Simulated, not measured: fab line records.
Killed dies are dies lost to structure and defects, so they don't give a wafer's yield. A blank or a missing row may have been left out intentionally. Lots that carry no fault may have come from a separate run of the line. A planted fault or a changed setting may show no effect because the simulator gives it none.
fab line records + flow gf180mcu
record
- lots=13
- wafers=38
- last-day=34
route steps=602 shown M1@330 V3@447 M4@467
lots that met no fault: taken from a fault-free run of the same line
start-h: start of the lot's first displayed wafer, in hours after the record's first day + wait-h: time in hours since the lot's previous step + " identical to the entry in the row above + L1.1+2: a row that stands for several wafers + - value missing, or start not given + * or withheld: withheld + < > ~ a bound
route shown NAME@n: NAME is a module with steps in the file, n the number in the route of the first one + usual: mean/standard deviation of fault-free wafers + same: alike in all rows + chamber/n: place in a boat + sites: the reading at each site + _std_site: the standard deviation of these + _edge_site: outer sites' mean less inner sites' + radius-mm: for every site, how far away it sits from the centre of the wafer + mask NAME#n: copy n + behind: the last tool/chamber to shape the wafer + hold: why the lot was held/for how many hours/how that ended + device: which transistor (n, p or np) failed to switch + end of line: tests run on the same wafers once the route is complete + step lacking rows: just its recipe + killed: dies lost to structure and defects at the first sort, not the wafer's yield + map: a wafer's dies, x killed, . not, _ none there
set.NAME: the setting as run; set.NAME@STEP: as run at that earlier step + model.NAME: the simulator's own value behind a step, which no gauge read
the route's steps for a sample of lots (tables are steps, rows are wafers)
services: the hour from which a tool's chamber was out of use, counted from the record's first day as start-h (under 0 if before that day), plus the number of hours and why
## steps
# step GF_M1_OVL_MEAS_15
# usual
- M1_OVL=-2/5.6
| lot.wafer | tool       | chamber | start-h | wait-h | M1_OVL[nm] |
|-----------|------------|---------|---------|--------|------------|
| L667.3    | overlay-02 | -       | 390.32  | 0.1    | 1          |
| L667.4    | "          | -       | "       | "      | -11        |
| L667.6    | "          | -       | "       | "      | -7         |
| L668.2    | overlay-02 | -       | 399.74  | 0.1    | -1         |
| L668.4    | "          | -       | "       | "      | 3          |
| L668.5    | "          | -       | "       | "      | 3          |
| L670.1    | overlay-01 | -       | 418.61  | 0.1    | -10        |
| L670.4    | "          | -       | "       | "      | -8         |
| L670.5    | "          | -       | "       | "      | -6         |
| L671.1    | overlay-01 | -       | 419.61  | 0.1    | -1         |
| L671.3    | "          | -       | "       | "      | 0          |
| L671.4    | "          | -       | "       | "      | -1         |
| L673.2    | overlay-02 | -       | 446.24  | 0.1    | -3         |
| L673.4    | "          | -       | "       | "      | -1         |
| L673.6    | "          | -       | "       | "      | -3         |
| L674.4    | overlay-01 | -       | 462.43  | 0.1    | 0          |
| L674.5    | "          | -       | "       | "      | 5          |
| L682.1    | overlay-01 | -       | 521.74  | 0.1    | -5         |
| L682.4    | "          | -       | "       | "      | -1         |
| L682.6    | "          | -       | "       | "      | 2          |
| L685.1    | overlay-01 | -       | 538.88  | 0.1    | 9          |
| L685.2    | "          | -       | "       | "      | 5          |
| L685.4    | "          | -       | "       | "      | 4          |
| L686.3    | overlay-02 | -       | 554.14  | 0.1    | -7         |
| L686.4    | "          | -       | "       | "      | -10        |
| L686.6    | "          | -       | "       | "      | -15        |
| L687.3    | overlay-01 | -       | 555.09  | 0.1    | -7         |
| L687.4    | "          | -       | "       | "      | -8         |
| L687.5    | "          | -       | "       | "      | -5         |
| L688.1    | overlay-02 | -       | 563.33  | 0.1    | -12        |
| L688.2    | "          | -       | "       | "      | -4         |
| L688.6    | "          | -       | "       | "      | -13        |
| L689.1    | overlay-01 | -       | 571.43  | 0.1    | 5          |
| L689.5    | "          | -       | "       | "      | 0          |
| L689.6    | "          | -       | "       | "      | 1          |
| L690.3    | overlay-02 | -       | 580.12  | 0.1    | -1         |
| L690.4    | "          | -       | "       | "      | -5         |
| L690.6    | "          | -       | "       | "      | 2          |
# step GF_V3_STRIP_18
# recipe
- chemistry=O2/N2
- power-w=1400
- pressure-mtorr=1500
- platen-temp-c=250
- o2-flow-sccm=3000
- n2-flow-sccm=300
- overash-fraction=0.5
# usual
- drypump-motor-current-A=5.6/0.4
- heater-power-w=323/34
- n2-flow-sccm=300.3/0.95
- oes-product-au=0.593/0.0045
| lot.wafer | tool            | chamber | start-h | wait-h | drypump-motor-current-A | heater-power-w | n2-flow-sccm | oes-product-au | rf-hours-counter-h |
|-----------|-----------------|---------|---------|--------|-------------------------|----------------|--------------|----------------|--------------------|
| L667.3    | plasma-asher-03 | 0       | 520.23  | -      | 6.5                     | 384            | 299.6        | 0.592          | -                  |
| L667.4    | "               | 1       | "       | "      | 5.5                     | 320            | 300.8        | 0.593          | -                  |
| L667.6    | "               | 1       | "       | "      | 5.5                     | 326            | 300.7        | 0.588          | -                  |
| L668.2    | plasma-asher-04 | 0       | 527.24  | -      | 5.4                     | 282            | 301.0        | 0.593          | 43                 |
| L668.4    | "               | 1       | "       | "      | 5.3                     | 294            | 300.5        | 0.596          | -                  |
| L668.5    | "               | 0       | "       | "      | 5.4                     | 283            | 299.7        | 0.604          | -                  |
| L670.1    | plasma-asher-04 | 1       | 545.57  | -      | 5.3                     | 299            | 300.8        | 0.585          | 45                 |
| L670.4    | "               | 0       | "       | "      | 5.4                     | 279            | 301.6        | 0.587          | -                  |
| L670.5    | "               | 0       | "       | "      | 5.4                     | 287            | 302.6        | 0.603          | -                  |
| L671.1    | plasma-asher-03 | 1       | 547.15  | -      | 5.5                     | 318            | 298.9        | 0.594          | 87                 |
| L671.3    | "               | 0       | "       | "      | 6.5                     | 387            | 300.1        | 0.603          | -                  |
| L671.4    | "               | 1       | "       | "      | 5.5                     | 314            | 300.6        | 0.587          | -                  |
| L673.2    | plasma-asher-03 | 1       | 570.00  | -      | 5.5                     | 319            | 300.9        | 0.597          | 90                 |
| L673.4    | "               | 0       | "       | "      | 6.5                     | 376            | 299.7        | 0.598          | -                  |
| L673.6    | "               | 0       | "       | "      | 6.5                     | 371            | 299.8        | 0.597          | -                  |
| L674.4    | plasma-asher-04 | 0       | 585.95  | -      | 5.4                     | 279            | 298.4        | 0.590          | -                  |
| L674.5    | "               | 1       | "       | "      | 5.3                     | 291            | 300.8        | 0.595          | -                  |
| L682.1    | plasma-asher-01 | 0       | 637.85  | -      | 5.5                     | 345            | 299.6        | 0.590          | 87                 |
| L682.4    | "               | 0       | "       | "      | 5.6                     | 339            | 299.5        | 0.591          | -                  |
| L682.6    | "               | 1       | "       | "      | 5.4                     | 343            | 299.2        | 0.599          | -                  |
| L685.1    | plasma-asher-04 | 0       | 652.48  | -      | 5.4                     | 284            | 298.8        | 0.586          | 56                 |
| L685.2    | "               | 1       | "       | "      | 5.3                     | 293            | 301.1        | 0.597          | 56                 |
| L685.4    | "               | 1       | "       | "      | 5.3                     | 286            | 301.5        | 0.592          | -                  |
| L686.3    | plasma-asher-04 | 0       | 666.18  | -      | 5.4                     | 289            | 300.9        | 0.598          | -                  |
| L686.4    | "               | 1       | "       | "      | 5.3                     | 287            | 299.4        | 0.582          | -                  |
| L686.6    | "               | 1       | "       | "      | 5.3                     | 285            | 301.1        | 0.585          | -                  |
| L687.3    | plasma-asher-01 | 0       | 667.28  | -      | 5.6                     | 352            | 298.4        | 0.587          | -                  |
| L687.4    | "               | 1       | "       | "      | 5.4                     | 337            | 300.5        | 0.596          | -                  |
| L687.5    | "               | 0       | "       | "      | 5.5                     | 346            | 299.5        | 0.592          | -                  |
| L688.1    | plasma-asher-01 | 0       | 673.95  | -      | 5.6                     | 355            | 300.1        | 0.597          | 90                 |
| L688.2    | "               | 1       | "       | "      | 5.4                     | 343            | 300.2        | 0.592          | 90                 |
| L688.6    | "               | 0       | "       | "      | 5.6                     | 347            | 301.6        | 0.597          | -                  |
| L689.1    | plasma-asher-04 | 1       | 681.13  | -      | 5.3                     | 291            | 299.4        | 0.597          | 59                 |
| L689.5    | "               | 1       | "       | "      | 5.3                     | 288            | 299.4        | 0.585          | -                  |
| L689.6    | "               | 0       | "       | "      | 5.4                     | 282            | 302.2        | 0.591          | -                  |
| L690.3    | plasma-asher-03 | 1       | 688.42  | -      | 5.4                     | 318            | 300.6        | 0.593          | -                  |
| L690.4    | "               | 0       | "       | "      | 6.5                     | 382            | 300.3        | 0.587          | -                  |
| L690.6    | "               | 0       | "       | "      | 6.5                     | 384            | 300.8        | 0.597          | -                  |
# step GF_M4_EXPOSE_11
# recipe
- mask-id=Metal4
- target-cd-nm=280
- na=0.68
- source-shape=conventional
- sigma-outer=0.6
- dose-mj=28
| lot.wafer  | tool           | chamber | start-h | wait-h | mask     |
|------------|----------------|---------|---------|--------|----------|
| L667.3+4+6 | krf-scanner-01 | 0       | 532.95  | -      | Metal4#0 |
| L668.2+4+5 | krf-scanner-01 | 0       | 540.42  | -      | Metal4#0 |
| L670.1+4+5 | krf-scanner-01 | 0       | 557.81  | -      | Metal4#0 |
| L671.1+3+4 | krf-scanner-02 | 0       | 560.03  | -      | Metal4#0 |
| L673.2+4+6 | krf-scanner-01 | 0       | 582.27  | -      | Metal4#0 |
| L674.4+5   | krf-scanner-01 | 0       | 597.78  | -      | Metal4#0 |
| L682.1+4+6 | krf-scanner-02 | 0       | 649.21  | -      | Metal4#0 |
| L685.1+2+4 | krf-scanner-02 | 0       | 663.87  | -      | Metal4#0 |
| L686.3+4+6 | krf-scanner-02 | 0       | 677.35  | -      | Metal4#0 |
| L687.3+4+5 | krf-scanner-01 | 0       | 679.01  | -      | Metal4#0 |
| L688.1+2+6 | krf-scanner-01 | 0       | 684.84  | -      | Metal4#0 |
| L689.1+5+6 | krf-scanner-01 | 0       | 692.00  | -      | Metal4#0 |
| L690.3+4+6 | krf-scanner-02 | 0       | 699.92  | -      | Metal4#0 |
# step GF_M4_CD_MEAS_14
# recipe
- target-cd-nm=280
# usual
- cd-nm=280.2/1.1
| lot.wafer | tool      | chamber | start-h | wait-h | cd-nm |
|-----------|-----------|---------|---------|--------|-------|
| L667.3    | cd-sem-02 | -       | 544.08  | 0.1    | 282.8 |
| L667.4    | "         | -       | "       | "      | 282.6 |
| L667.6    | "         | -       | "       | "      | 282.2 |
| L668.2    | cd-sem-01 | -       | 551.41  | 0.1    | 280.5 |
| L668.4    | "         | -       | "       | "      | 280.4 |
| L668.5    | "         | -       | "       | "      | 279.1 |
| L670.1    | cd-sem-02 | -       | 568.59  | 0.1    | 281.0 |
| L670.4    | "         | -       | "       | "      | 281.2 |
| L670.5    | "         | -       | "       | "      | 280.8 |
| L671.1    | cd-sem-02 | -       | 570.79  | 0.1    | 279.7 |
| L671.3    | "         | -       | "       | "      | 279.6 |
| L671.4    | "         | -       | "       | "      | 279.5 |
| L673.2    | cd-sem-01 | -       | 592.83  | 0.1    | 278.6 |
| L673.4    | "         | -       | "       | "      | 266.5 |
| L673.6    | "         | -       | "       | "      | 279.0 |
| L674.4    | cd-sem-01 | -       | 607.91  | 0.1    | 267.3 |
| L674.5    | "         | -       | "       | "      | 279.3 |
| L682.1    | cd-sem-02 | -       | 659.21  | 0.1    | 281.3 |
| L682.4    | "         | -       | "       | "      | 280.8 |
| L682.6    | "         | -       | "       | "      | 280.6 |
| L685.1    | cd-sem-02 | -       | 673.15  | 0.1    | 279.7 |
| L685.2    | "         | -       | "       | "      | 280.1 |
| L685.4    | "         | -       | "       | "      | 279.8 |
| L686.3    | cd-sem-01 | -       | 686.39  | 0.1    | 279.2 |
| L686.4    | "         | -       | "       | "      | 280.1 |
| L686.6    | "         | -       | "       | "      | 279.2 |
| L687.3    | cd-sem-02 | -       | 687.73  | 0.1    | 278.9 |
| L687.4    | "         | -       | "       | "      | 278.9 |
| L687.5    | "         | -       | "       | "      | 279.3 |
| L688.1    | cd-sem-01 | -       | 694.05  | 0.1    | 278.9 |
| L688.2    | "         | -       | "       | "      | 279.6 |
| L688.6    | "         | -       | "       | "      | 279.6 |
| L689.1    | cd-sem-02 | -       | 701.41  | 0.1    | 280.3 |
| L689.5    | "         | -       | "       | "      | 281.2 |
| L689.6    | "         | -       | "       | "      | 282.1 |
| L690.3    | cd-sem-02 | -       | 708.43  | 0.1    | 281.8 |
| L690.4    | "         | -       | "       | "      | 281.0 |
| L690.6    | "         | -       | "       | "      | 280.4 |
# step GF_M4_OVL_MEAS_15
# usual
- M4_OVL=1/5.8
| lot.wafer | tool       | chamber | start-h | wait-h | M4_OVL[nm] |
|-----------|------------|---------|---------|--------|------------|
| L667.3    | overlay-02 | -       | 544.17  | 0.1    | 1          |
| L667.4    | "          | -       | "       | "      | -2         |
| L667.6    | "          | -       | "       | "      | 0          |
| L668.2    | overlay-02 | -       | 551.52  | 0.1    | 4          |
| L668.4    | "          | -       | "       | "      | 6          |
| L668.5    | "          | -       | "       | "      | 14         |
| L670.1    | overlay-01 | -       | 568.71  | 0.1    | -3         |
| L670.4    | "          | -       | "       | "      | -4         |
| L670.5    | "          | -       | "       | "      | -4         |
| L671.1    | overlay-02 | -       | 570.91  | 0.1    | 3          |
| L671.3    | "          | -       | "       | "      | 4          |
| L671.4    | "          | -       | "       | "      | 9          |
| L673.2    | overlay-01 | -       | 592.94  | 0.1    | 8          |
| L673.4    | "          | -       | "       | "      | 3          |
| L673.6    | "          | -       | "       | "      | 2          |
| L674.4    | overlay-01 | -       | 607.99  | 0.1    | 2          |
| L674.5    | "          | -       | "       | "      | -1         |
| L682.1    | overlay-01 | -       | 659.33  | 0.1    | -1         |
| L682.4    | "          | -       | "       | "      | -3         |
| L682.6    | "          | -       | "       | "      | -4         |
| L685.1    | overlay-01 | -       | 673.27  | 0.1    | 12         |
| L685.2    | "          | -       | "       | "      | 7          |
| L685.4    | "          | -       | "       | "      | 14         |
| L686.3    | overlay-01 | -       | 686.48  | 0.1    | 2          |
| L686.4    | "          | -       | "       | "      | 6          |
| L686.6    | "          | -       | "       | "      | 3          |
| L687.3    | overlay-01 | -       | 687.82  | 0.1    | -5         |
| L687.4    | "          | -       | "       | "      | 0          |
| L687.5    | "          | -       | "       | "      | 1          |
| L688.1    | overlay-01 | -       | 694.17  | 0.1    | 1          |
| L688.2    | "          | -       | "       | "      | -1         |
| L688.6    | "          | -       | "       | "      | -1         |
| L689.1    | overlay-02 | -       | 701.53  | 0.1    | -2         |
| L689.5    | "          | -       | "       | "      | -2         |
| L689.6    | "          | -       | "       | "      | -4         |
| L690.3    | overlay-02 | -       | 708.52  | 0.1    | -1         |
| L690.4    | "          | -       | "       | "      | -7         |
| L690.6    | "          | -       | "       | "      | 1          |
## services
| tool            | chamber | start-h | hours | kind   |
|-----------------|---------|---------|-------|--------|
| plasma-asher-04 | -       | 508.27  | 17.1  | repair |
| krf-scanner-01  | -       | 510.61  | 1.0   | pm     |
| plasma-asher-03 | -       | 524.28  | 0.3   | repair |
| krf-scanner-02  | -       | 524.32  | 1.0   | pm     |
| krf-scanner-02  | -       | 557.08  | 0.8   | repair |
| krf-scanner-01  | -       | 566.27  | 3.6   | pm     |
| krf-scanner-01  | -       | 569.83  | 1.3   | pm     |
| krf-scanner-01  | -       | 576.05  | 0.8   | pm     |
| krf-scanner-02  | -       | 583.96  | 0.8   | pm     |
| krf-scanner-02  | -       | 607.72  | 1.3   | pm     |
| plasma-asher-04 | -       | 670.52  | 4.8   | repair |
| krf-scanner-01  | -       | 679.61  | 1.0   | pm     |
| krf-scanner-02  | -       | 693.32  | 1.0   | pm     |
## key
first-sign
- step=GF_M4_CD_MEAS_14
- reading=cd-nm
- direction=down
- sigmas=12
- usual=280.2
- struck=266.9
effect none on later readings
met-at GF_M4_EXPOSE_11
struck-lots L673,L674
struck-wafers L673.4,L674.4
not-acting-at GF_M1_OVL_MEAS_15,GF_V3_STRIP_18,GF_M4_OVL_MEAS_15
onset-between 557.81 582.27
fault
- kind=process-parameter-drift
- tool=krf-scanner-01
- chamber=-
- onset-h=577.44
- steps=GF_M4_EXPOSE_11
- channel=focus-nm
- offset=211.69
- shape=step
- end-h=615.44
- scope=struck-wafers-only
